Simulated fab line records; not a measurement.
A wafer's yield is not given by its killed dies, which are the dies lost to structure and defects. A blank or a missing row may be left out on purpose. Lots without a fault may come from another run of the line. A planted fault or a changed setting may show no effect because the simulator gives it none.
What tool caused it? ; flow sky130 ; 7 lots, 20 wafers sampled, at 2 steps of a route of 708

WHAT EACH GAUGE READ, for each wafer
SKY_FIELD_ISO_CD_MEAS_13: target cd 150 nm.
lot;measured;on;cd_nm (nm)
L753;day 2 11:47;cd_sem-02;148.4 149.9 148.6
L756;day 3 04:53;cd_sem-02;148.2 148.2 149.6
L761;day 4 07:38;cd_sem-01;149.8 148.8 149.1
L763;day 4 15:11;cd_sem-02;149.0 85.6 148.9 86.7
L767;day 5 10:11;cd_sem-02;148.4 147.6 149.9
L770;day 6 02:17;cd_sem-02;148.8 148.8 148.8
L775;day 7 05:05;cd_sem-01;148.2 148.9 148.8

TOOL THAT RAN EACH LOT (tool first, then ch and the chambers of the sampled wafers, then the start)
lot;SKY_FIELD_ISO_EXPOSE_10
L753;krf_scanner-02 ch 0, day 2 04:41
L756;krf_scanner-01 ch 0, day 2 22:13
L761;krf_scanner-01 ch 0, day 3 23:31
L763;krf_scanner-02 ch 0, day 4 06:58
L767;krf_scanner-01 ch 0, day 5 01:11
L770;krf_scanner-01 ch 0, day 5 17:28
L775;krf_scanner-02 ch 0, day 6 20:02
- SKY_FIELD_ISO_EXPOSE_10: exposes mask FOM, target cd 150 nm.

THE ANSWER, worked out from the rows above alone
Rule: the usual values come from the lots themselves. The widest of any qualifying gaps counts: lots, ordered by their means at a reading, are off when they make up no more than a third of the lots, leave a main group of 4 or more, and stand apart from it by 3 or more times the standard deviation of that group's means. If all means in a main group match to the digits the tables above print for the reading, that group is not used. Also off: a lot with no number at a reading for which 4 or more lots have one. All remaining lots with rows at the step are treated as sound.
Off: L763, at SKY_FIELD_ISO_CD_MEAS_13 (cd_nm). The main group has a mean of 148.8 nm with a standard deviation of 0.22.
If a tool, at a process step before that reading, ran all the lots that are off and no sound lot after the first of them, it fits. Gauges at SKY_FIELD_ISO_CD_MEAS_13: tried the same way as those tools. Of those tried, none fits.

WHAT THE SIMULATOR HAD INSERTED
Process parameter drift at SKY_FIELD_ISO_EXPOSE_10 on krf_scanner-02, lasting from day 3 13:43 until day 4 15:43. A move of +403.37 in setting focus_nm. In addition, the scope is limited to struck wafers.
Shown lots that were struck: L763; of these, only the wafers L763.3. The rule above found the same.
